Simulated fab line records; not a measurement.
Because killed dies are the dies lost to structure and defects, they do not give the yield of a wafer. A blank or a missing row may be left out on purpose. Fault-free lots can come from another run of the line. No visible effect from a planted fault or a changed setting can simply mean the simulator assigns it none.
Problem report, 8D (eight disciplines) form, completed by code | flow sky130 | the parts of the form that need people (team, actions taken, sign-off) are left out

## 1. THE ISSUE
At SKY_VIA2_ETCH_14, oesProductAu averages 0.826 a.u. over 4 wafers from 2 lots, while fault-free wafers read 0.856 a.u., standard deviation 0.005. That is -6.0 standard deviations from the usual mean.
The step: etches BARC in N2/H2, stops on SiO2, time 45.9 s, target depth 60 nm.
First observed at day 37 10:16: wafer L502.2, on rieDiel-04. At this step, 18 wafers from 6 lots have a number in the record. The rule behind "out" and "out of limits": a value lying over 4 standard deviations away from the usual mean. Any other wafer with a number is counted as sound.

## 2. WHAT IT IS, WHAT IT ISN'T
question                    | is                             | is not
which readings at this step | oesProductAu                   | drypumpMotorCurrentA
which lots                  | L502, L503                     | L489, L504, L506, L507
which wafers of those lots  | L502.2, L502.6, L503.3, L503.5 | L502.5, L503.2
read on which tools         | rieDiel-04                     | rieDiel-03
when                        | from day 37 10:16              | up to then (4 sound wafers); but 10 sound wafers of L503, L504, L506, L507 came after

## 3. SUSPECTS, AND WHAT RULES EACH OUT
Counting: a tool at a process step up to the reading stays a suspect if it ran every lot that is out. Sound lots after the first of them don't rule it out here, since some wafers of a struck lot are sound.
- rieDiel-04 at SKY_VIA2_ETCH_14 (etches BARC in N2/H2, stops on SiO2, time 45.9 s, target depth 60 nm): kept. It ran every lot that is out, first L502 (day 37 10:16). Its own readings are out on those wafers: oesProductAu.
- Within rieDiel-04 at SKY_VIA2_ETCH_14: the wafers that are out ran in chamber 0; their sound lot-mates ran in chamber 3.
Remaining after the count: rieDiel-04 at SKY_VIA2_ETCH_14.

## 4. THE CAUSE (what the simulator had put in)
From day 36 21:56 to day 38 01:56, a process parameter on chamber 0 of rieDiel-04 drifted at SKY_VIA2_ETCH_14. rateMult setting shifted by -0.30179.
After counting, this tool was the only one left.

## 5. THE CHAIN OF EFFECTS, in route order
One row per reading whose mean, taken over the struck wafers that have a number, lies over 3 standard deviations from the usual. Readings are gone through only where the record gives a usual standard deviation; hours: the median, over the lots, of the time from a lot's start at the first step in this table giving one to that lot's start at this step; sigmas: the change measured in usual standard deviations.
hours | step                  | reading              | usual      | on struck wafers | change | sigmas
0     | SKY_VIA2_ETCH_14      | oesProductAu         | 0.856 a.u. | 0.826            | -0.030 | -6.0
0     | SKY_VIA2_ETCH_15      | oesProductAu         | 0.939 a.u. | 0.880            | -0.059 | -12
0     | SKY_VIA2_STRIP_16     | stripTimeToEndpointS | 4.068 s    | 4.185            | +0.117 | +4.0
223   | SKY_PAD_OPEN_PROBE_99 | defectLimitedYield   | 82.5 %     | 73.3             | -9.2   | -4.9
223   | SKY_PAD_OPEN_PROBE_99 | killed_at_M0_to_M3   | 43         | 90               | +47    | +6.8
223   | SKY_PAD_OPEN_PROBE_99 | killedDies           | 86         | 132              | +46    | +4.9
223   | SKY_PAD_OPEN_PROBE_99 | sort_bin_5_function  | 10.3 %     | 18.9             | +8.6   | +6.1
223   | SKY_PAD_OPEN_PROBE_99 | sortNPass            | 406        | 360              | -46    | -4.9
223   | SKY_PAD_OPEN_PROBE_99 | sortYieldPct         | 82.5 %     | 73.3             | -9.2   | -4.9
Process steps it contains:
- SKY_VIA2_ETCH_14: etches BARC in N2/H2, stops on SiO2, time 45.9 s, target depth 60 nm.
- SKY_VIA2_ETCH_15: etches SiO2 in C4F8/O2/Ar, stops on TiN, target depth 546 nm, time 84 s.
- SKY_VIA2_STRIP_16: strips in O2/N2.
- SKY_PAD_OPEN_PROBE_99

## 6. HOW IT WOULD HAVE BEEN CAUGHT EARLIER
In this record no reading fell out of limits until day 37 10:16, 12 hours after the fault had begun at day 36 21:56.
